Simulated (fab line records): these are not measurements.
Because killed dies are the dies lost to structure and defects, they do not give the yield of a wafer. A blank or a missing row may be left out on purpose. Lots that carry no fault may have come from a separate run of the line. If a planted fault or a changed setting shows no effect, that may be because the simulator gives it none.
Which tool is to blame? | flow sky130 | 24 lots, 72 wafers sampled, at 6 steps of a route of 708

== WHAT THE GAUGES SHOWED, per wafer ==
SKY_LI_CONTACT_CD_MEAS_12: the cd target is 170 nm. Usual: 169.7 nm for cd nm, sd 1.6.
lot  | measured     | on        | cd nm (nm)        | flag
L074 | day 29 03:31 | cd sem-02 | 170.3 171.6 172.1 |
L075 | day 29 06:46 | cd sem-01 | 171.5 173.0 172.0 |
L076 | day 29 12:37 | cd sem-01 | 169.4 170.0 170.9 |
L077 | day 29 22:19 | cd sem-01 | 171.5 171.1 171.6 |
L078 | day 30 12:26 | cd sem-01 | 170.8 172.0 170.7 |
L079 | day 30 23:34 | cd sem-01 | 169.1 169.0 168.5 |
L080 | day 30 23:53 | cd sem-02 | 171.2 170.3 170.7 |
L081 | day 31 12:49 | cd sem-01 | 169.4 169.8 169.8 |
L082 | day 31 22:40 | cd sem-02 | 173.4 171.8 170.5 |
L083 | day 32 05:46 | cd sem-02 | 171.0 169.0 167.9 |
L084 | day 32 13:08 | cd sem-02 | 169.5 170.0 170.3 |
L085 | day 33 00:13 | cd sem-01 | 169.2 169.5 168.7 |
L086 | day 33 05:09 | cd sem-01 | 168.6 168.4 169.9 |
L087 | day 33 11:39 | cd sem-02 | 168.8 169.5 169.3 |
L088 | day 33 19:22 | cd sem-02 | 173.0 172.5 172.5 |
L089 | day 33 23:33 | cd sem-02 | 167.6 167.4 168.1 |
L090 | day 34 11:27 | cd sem-02 | 166.4 168.1 166.3 |
L091 | day 34 19:59 | cd sem-02 | 170.8 171.8 170.5 |
L092 | day 35 04:56 | cd sem-02 | 168.6 168.8 167.4 |
L093 | day 35 10:35 | cd sem-01 | 166.4 169.1 168.7 |
L094 | day 35 17:53 | cd sem-01 | 168.9 169.4 170.0 |
L095 | day 35 19:49 | cd sem-01 | 167.5 169.1 168.6 |
L096 | day 36 07:49 | cd sem-02 | 168.2 167.8 168.4 |
L097 | day 36 12:56 | cd sem-02 | 169.1 167.3 168.1 |

SKY_METAL1_THK_MEAS_06: measures by xrf. Usual: for METAL1_ALCU_THK the level is 247.0 nm and the standard deviation is 2.8.
lot  | measured     | on            | METAL1_ALCU_THK (nm) | flag
L074 | day 31 16:13 | film metro-04 | 252.5 252.6 253.2    |
L075 | day 31 20:29 | film metro-03 | 242.1 245.7 247.0    |
L076 | day 32 01:46 | film metro-02 | 246.9 246.5 249.1    |
L077 | day 32 10:32 | film metro-02 | 237.2 243.4 244.4    |
L078 | day 33 00:07 | film metro-03 | 249.4 243.6 251.3    |
L079 | day 33 10:29 | film metro-04 | 246.4 246.4 246.8    |
L080 | day 33 11:07 | film metro-04 | 246.7 249.4 250.1    |
L081 | day 34 00:29 | film metro-03 | 250.1 250.2 249.1    |
L082 | day 34 09:22 | film metro-03 | 248.9 254.2 247.3    |
L083 | day 34 15:19 | film metro-02 | 243.5 245.2 243.4    |
L084 | day 34 23:54 | film metro-03 | 248.1 246.3 242.4    |
L085 | day 35 10:55 | film metro-03 | 243.4 243.7 243.4    |
L086 | day 35 14:47 | film metro-04 | 248.1 244.5 246.8    |
L087 | day 35 20:58 | film metro-04 | 247.3 246.0 244.4    |
L088 | day 36 06:40 | film metro-02 | 248.4 253.5 249.8    |
L089 | day 36 09:02 | film metro-03 | 243.3 247.5 246.8    |
L090 | day 36 20:45 | film metro-03 | 246.1 244.5 242.0    |
L091 | day 37 04:41 | film metro-02 | 250.1 248.0 250.7    |
L092 | day 37 13:55 | film metro-02 | 244.6 240.9 247.0    |
L093 | day 37 19:22 | film metro-03 | 248.5 245.6 246.2    |
L094 | day 38 02:49 | film metro-02 | 250.4 247.8 250.0    |
L095 | day 38 05:31 | film metro-04 | 248.7 248.9 248.6    |
L096 | day 38 14:53 | film metro-04 | 242.4 245.7 246.6    |
L097 | day 38 22:20 | film metro-02 | 243.8 245.9 245.1    |

SKY_METAL1_CD_MEAS_15: the cd target is 140 nm. Usual: 139.5 nm for cd nm, sd 1.5.
lot  | measured     | on        | cd nm (nm)        | flag
L074 | day 32 19:17 | cd sem-02 | 141.8 142.2 141.5 |
L075 | day 32 23:13 | cd sem-01 | 137.8 138.6 137.5 |
L076 | day 33 03:55 | cd sem-01 | 136.7 136.5 136.5 |
L077 | day 33 12:55 | cd sem-02 | 139.2 138.3 138.5 |
L078 | day 34 02:35 | cd sem-02 | 140.7 139.0 140.5 |
L079 | day 34 12:22 | cd sem-01 | 140.6 139.3 140.2 |
L080 | day 34 13:24 | cd sem-01 | 138.5 137.9 138.8 |
L081 | day 35 02:33 | cd sem-02 | 138.5 138.6 139.1 |
L082 | day 35 12:05 | cd sem-02 | 140.2 140.7 142.9 |
L083 | day 35 17:25 | cd sem-02 | 141.0 140.1 142.0 |
L084 | day 36 01:46 | cd sem-01 | 141.4 138.9 140.0 |
L085 | day 36 12:55 | cd sem-01 | 142.2 142.4 142.1 |
L086 | day 36 17:09 | cd sem-02 | 138.2 138.9 138.5 |
L087 | day 36 22:47 | cd sem-02 | 137.6 138.1 136.9 |
L088 | day 37 08:38 | cd sem-02 | 140.0 138.9 139.0 |
L089 | day 37 10:33 | cd sem-02 | 141.5 140.6 142.2 |
L090 | day 37 22:07 | cd sem-01 | 140.7 142.1 141.7 |
L091 | day 38 06:18 | cd sem-02 | 137.3 139.2 138.8 |
L092 | day 38 16:00 | cd sem-02 | 140.0 139.4 140.0 |
L093 | day 38 20:09 | cd sem-01 | 139.4 138.4 139.1 |
L094 | day 39 04:08 | cd sem-02 | 136.8 138.2 136.8 |
L095 | day 39 05:53 | cd sem-02 | 139.6 137.0 139.5 |
L096 | day 39 15:44 | cd sem-02 | 140.5 139.6 139.1 |
L097 | day 39 21:32 | cd sem-02 | 139.9 139.5 139.6 |

== EACH LOT AND THE TOOL THAT RAN IT (in order: tool; ch and the chambers of the sampled wafers; start) ==
lot  | SKY_CONTACT_ETCH_18                           | SKY_METAL1_SPUTTER_01        | SKY_METAL1_SPUTTER_03
L074 | rie diel-02 ch 1,2,3, day 31 15:57 or earlier | pvd sputter-03, day 31 15:57 | pvd sputter-03, day 31 16:00
L075 | rie diel-03 ch 2,3, day 31 20:14 or earlier   | pvd sputter-04, day 31 20:14 | pvd sputter-04, day 31 20:17
L076 | rie diel-01 ch 1,3, day 32 01:32 or earlier   | pvd sputter-03, day 32 01:32 | pvd sputter-03, day 32 01:35
L077 | rie diel-02 ch 0,1,2, day 32 10:16 or earlier | pvd sputter-04, day 32 10:16 | pvd sputter-04, day 32 10:19
L078 | rie diel-02 ch 0,2, day 32 23:53 or earlier   | pvd sputter-03, day 32 23:53 | pvd sputter-03, day 32 23:56
L079 | rie diel-03 ch 2,3, day 33 10:14 or earlier   | pvd sputter-04, day 33 10:14 | pvd sputter-04, day 33 10:17
L080 | rie diel-01 ch 0,2,3, day 33 10:52 or earlier | pvd sputter-03, day 33 10:52 | pvd sputter-03, day 33 10:55
L081 | rie diel-01 ch 0,1,2, day 34 00:15 or earlier | pvd sputter-03, day 34 00:15 | pvd sputter-03, day 34 00:18
L082 | rie diel-02 ch 1,2, day 34 09:06 or earlier   | pvd sputter-03, day 34 09:06 | pvd sputter-03, day 34 09:09
L083 | rie diel-02 ch 0,2,3, day 34 15:05 or earlier | pvd sputter-03, day 34 15:05 | pvd sputter-03, day 34 15:08
L084 | rie diel-03 ch 0,1,2, day 34 23:38 or earlier | pvd sputter-04, day 34 23:38 | pvd sputter-04, day 34 23:41
L085 | rie diel-03 ch 0,1,3, day 35 10:41 or earlier | pvd sputter-02, day 35 10:41 | pvd sputter-02, day 35 10:44
L086 | rie diel-03 ch 1,2,3, day 35 14:32 or earlier | pvd sputter-04, day 35 14:32 | pvd sputter-04, day 35 14:35
L087 | rie diel-03 ch 1,2,3, day 35 20:44 or earlier | pvd sputter-02, day 35 20:44 | pvd sputter-02, day 35 20:47
L088 | rie diel-02 ch 0,3, day 36 06:25 or earlier   | pvd sputter-03, day 36 06:25 | pvd sputter-03, day 36 06:28
L089 | rie diel-03 ch 0,2,3, day 36 08:47 or earlier | pvd sputter-03, day 36 08:47 | pvd sputter-03, day 36 08:50
L090 | rie diel-03 ch 0,3, day 36 20:31 or earlier   | pvd sputter-02, day 36 20:31 | pvd sputter-02, day 36 20:34
L091 | rie diel-01 ch 1,2, day 37 04:27 or earlier   | pvd sputter-03, day 37 04:27 | pvd sputter-03, day 37 04:30
L092 | rie diel-02 ch 0,1,3, day 37 13:41 or earlier | pvd sputter-03, day 37 13:41 | pvd sputter-03, day 37 13:44
L093 | rie diel-01 ch 0,2,3, day 37 19:07 or earlier | pvd sputter-03, day 37 19:07 | pvd sputter-03, day 37 19:10
L094 | rie diel-03 ch 1,2, day 38 02:34 or earlier   | pvd sputter-04, day 38 02:34 | pvd sputter-04, day 38 02:37
L095 | rie diel-03 ch 0,1, day 38 05:16 or earlier   | pvd sputter-02, day 38 05:16 | pvd sputter-02, day 38 05:19
L096 | rie diel-01 ch 0,1,2, day 38 14:39 or earlier | pvd sputter-02, day 38 14:39 | pvd sputter-02, day 38 14:42
L097 | rie diel-02 ch 0,2,3, day 38 22:05 or earlier | pvd sputter-04, day 38 22:05 | pvd sputter-04, day 38 22:08
- SKY_CONTACT_ETCH_18: etches Si3N4 in CHF3/O2, stops on TiN, time 39 s, target depth 75 nm.
- SKY_METAL1_SPUTTER_01: material TiN, target thk 20 nm, time 16.7 s.
- SKY_METAL1_SPUTTER_03: material Ti, target thk 5 nm, time 3.3 s.

== WHAT THE TOOLS THEMSELVES READ (means of the sampled wafers that have a number; where no wafer has one, the mark that the record gives instead) ==
SKY_CONTACT_ETCH_18. Usual: drypump motor current A 5.7 A, standard deviation 0.39; oes product au 0.857 a.u., standard deviation 0.0078; rf fwd power W 592.8 W, standard deviation 2.6; throttle valve pct 8.794 %, standard deviation 0.0095.
lot  | tool        | drypump motor current A (A) | oes product au (a.u.) | rf fwd power W (W) | throttle valve pct (%) | flag
L074 | rie diel-02 | 5.6                         | 0.853                 | 591.7              | 8.792                  |
L075 | rie diel-03 | 5.5                         | 0.856                 | 594.4              | 8.786                  |
L076 | rie diel-01 | 6.2                         | 0.853                 | 593.5              | 8.785                  |
L077 | rie diel-02 | 5.7                         | 0.855                 | 594.9              | 8.785                  |
L078 | rie diel-02 | 5.5                         | 0.864                 | 592.9              | 8.793                  |
L079 | rie diel-03 | 5.6                         | 0.872                 | 592.4              | 8.798                  |
L080 | rie diel-01 | 5.7                         | 0.854                 | 593.1              | 8.790                  |
L081 | rie diel-01 | 5.7                         | 0.852                 | 591.2              | 8.803                  |
L082 | rie diel-02 | 5.6                         | 0.858                 | 592.5              | 8.790                  |
L083 | rie diel-02 | 5.5                         | 0.857                 | 593.5              | 8.796                  |
L084 | rie diel-03 | 5.8                         | 0.861                 | 592.2              | 8.794                  |
L085 | rie diel-03 | 5.9                         | 0.859                 | 594.2              | 8.799                  |
L086 | rie diel-03 | 5.6                         | 0.854                 | 592.0              | 8.786                  |
L087 | rie diel-03 | 5.6                         | 0.856                 | 592.9              | 8.799                  |
L088 | rie diel-02 | 5.6                         | 0.858                 | 595.8              | 8.795                  |
L089 | rie diel-03 | 5.7                         | 0.857                 | 592.4              | 8.797                  |
L090 | rie diel-03 | 5.8                         | 0.855                 | 593.5              | 8.801                  |
L091 | rie diel-01 | 5.3                         | 0.855                 | 595.1              | 8.793                  |
L092 | rie diel-02 | 5.7                         | 0.858                 | 592.7              | 8.793                  |
L093 | rie diel-01 | 5.7                         | 0.861                 | 593.6              | 8.798                  |
L094 | rie diel-03 | 5.7                         | 0.857                 | 594.5              | 8.790                  |
L095 | rie diel-03 | 6.1                         | 0.856                 | 591.8              | 8.802                  |
L096 | rie diel-01 | 5.7                         | 0.854                 | 594.7              | 8.789                  |
L097 | rie diel-02 | 5.5                         | 0.859                 | 594.5              | 8.803                  |

SKY_METAL1_SPUTTER_01. Usual: cathode dc power W 6499.9 W, standard deviation 1.3; throttle valve pct 30.5 %, standard deviation 0.92.
lot  | tool           | cathode dc power W (W) | throttle valve pct (%) | flag
L074 | pvd sputter-03 | 6498.8                 | 30.9                   |
L075 | pvd sputter-04 | 6498.7                 | 30.3                   |
L076 | pvd sputter-03 | 6501.9                 | 30.3                   |
L077 | pvd sputter-04 | 6499.8                 | 30.4                   |
L078 | pvd sputter-03 | 6499.4                 | 30.7                   |
L079 | pvd sputter-04 | 6499.8                 | 30.0                   |
L080 | pvd sputter-03 | 6499.0                 | 30.2                   |
L081 | pvd sputter-03 | 6500.1                 | 30.4                   |
L082 | pvd sputter-03 | 6501.0                 | 30.6                   |
L083 | pvd sputter-03 | 6500.0                 | 29.9                   |
L084 | pvd sputter-04 | 6500.2                 | 29.9                   |
L085 | pvd sputter-02 | 6500.1                 | 30.5                   |
L086 | pvd sputter-04 | 6499.3                 | 32.0                   |
L087 | pvd sputter-02 | 6500.4                 | 30.2                   |
L088 | pvd sputter-03 | 6499.5                 | 30.7                   |
L089 | pvd sputter-03 | 6500.5                 | 30.6                   |
L090 | pvd sputter-02 | 6500.5                 | 30.2                   |
L091 | pvd sputter-03 | 6500.3                 | 30.4                   |
L092 | pvd sputter-03 | 6500.4                 | 30.7                   |
L093 | pvd sputter-03 | 6497.2                 | 30.2                   |
L094 | pvd sputter-04 | 6500.3                 | 29.4                   |
L095 | pvd sputter-02 | 6499.3                 | 30.5                   |
L096 | pvd sputter-02 | 6500.6                 | 30.1                   |
L097 | pvd sputter-04 | 6500.5                 | 29.9                   |

SKY_METAL1_SPUTTER_03. Usual: cathode dc power W 3000.0 W, standard deviation 0.51; throttle valve pct 30.5 %, standard deviation 0.92.
lot  | tool           | cathode dc power W (W) | throttle valve pct (%) | flag
L074 | pvd sputter-03 | 3000.1                 | 31.0                   |
L075 | pvd sputter-04 | 2999.3                 | 30.4                   |
L076 | pvd sputter-03 | 2999.9                 | 30.2                   |
L077 | pvd sputter-04 | 2999.7                 | 30.3                   |
L078 | pvd sputter-03 | 2999.9                 | 30.7                   |
L079 | pvd sputter-04 | 3000.1                 | 30.0                   |
L080 | pvd sputter-03 | 3000.4                 | 30.2                   |
L081 | pvd sputter-03 | 2999.7                 | 30.5                   |
L082 | pvd sputter-03 | 2999.8                 | 30.7                   |
L083 | pvd sputter-03 | 3000.1                 | 30.0                   |
L084 | pvd sputter-04 | 3000.1                 | 30.0                   |
L085 | pvd sputter-02 | 3000.1                 | 30.5                   |
L086 | pvd sputter-04 | 3000.1                 | 32.0                   |
L087 | pvd sputter-02 | 2999.9                 | 30.1                   |
L088 | pvd sputter-03 | 2999.6                 | 30.7                   |
L089 | pvd sputter-03 | 3000.0                 | 30.6                   |
L090 | pvd sputter-02 | 3000.5                 | 30.2                   |
L091 | pvd sputter-03 | 2999.9                 | 30.4                   |
L092 | pvd sputter-03 | 2999.7                 | 30.9                   |
L093 | pvd sputter-03 | 3000.1                 | 30.1                   |
L094 | pvd sputter-04 | 3000.5                 | 29.4                   |
L095 | pvd sputter-02 | 2999.9                 | 30.6                   |
L096 | pvd sputter-02 | 2999.9                 | 30.1                   |
L097 | pvd sputter-04 | 3000.6                 | 29.8                   |

== THE ANSWER, worked out from the rows above alone ==
Rule: lot off if the mean of its wafers having a number is beyond 3 standard deviations from the usual mean. Also off: a lot with no number at a reading for which 4 or more lots have one. All remaining lots with rows at the step are treated as sound. First the gauges in route order, then the tools' own readings, where a lot's mean is used as printed above. At the first step where some lot is off, the reading lying furthest off is the one used; lots without a number count as furthest.
Across all readings shown, no lot is off: no conclusion can be drawn from this.

== WHAT THE SIMULATOR HAD PUT IN ==
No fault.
